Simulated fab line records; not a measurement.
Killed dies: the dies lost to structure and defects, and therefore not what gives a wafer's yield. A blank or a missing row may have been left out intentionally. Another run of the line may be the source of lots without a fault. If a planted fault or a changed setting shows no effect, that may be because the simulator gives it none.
Chamber matching | flow sky130 | 4 sister chambers for SKY_VIA2_ETCH_15 on rieDiel-03
The step etches SiO2 in C4F8/O2/Ar, stops on TiN, target depth 546 nm, time 86.05 s. 4 wafers are shown with their chamber, then 7 later ones without.

== WAFERS, EACH WITH ITS CHAMBER ==
wafer  | chamber | oesProductAu (a.u.)
L075.3 | 0       | 0.940
L084.3 | 1       | 0.937
L086.2 | 2       | 0.942
L086.4 | 3       | 0.940

== WAFERS WITH NO CHAMBER GIVEN ==
wafer  | oesProductAu (a.u.)
L086.6 | 0.933
L088.1 | 0.930
L088.3 | 0.933
L088.6 | 0.939
L092.3 | 0.939
L092.4 | 0.933
L092.6 | 0.935

== WHICH CHAMBER EACH ONE RAN IN ==
wafer  | from the rows above               | in truth
L086.6 | can't be placed: 1 or 0 or 3 or 2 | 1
L088.1 | can't be placed: 1 or 0 or 3 or 2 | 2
L088.3 | can't be placed: 1 or 0 or 3 or 2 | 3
L088.6 | can't be placed: 0 or 3 or 1 or 2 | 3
L092.3 | can't be placed: 0 or 3 or 1 or 2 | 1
L092.4 | can't be placed: 1 or 0 or 3 or 2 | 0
L092.6 | can't be placed: 1 or 0 or 3 or 2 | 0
Correct placement for 0 of the 7. Not placeable from these rows: 7 (in 7, the candidates include the true chamber). 0 placed wrongly.
How it was worked out, from the rows above alone: a wafer's distance from a chamber is the root of the sum, over the readings, of the square of ((its reading less the chamber's mean) divided by the reading's scatter). If the next closest chamber is less than 2 further off than the closest, the wafer can't be placed; otherwise it belongs to the closest. A chamber's mean is the mean of its shown wafers. The scatter: with one shown wafer a chamber, the root of the mean of the squares of how far each hidden wafer lies from its nearest shown one.
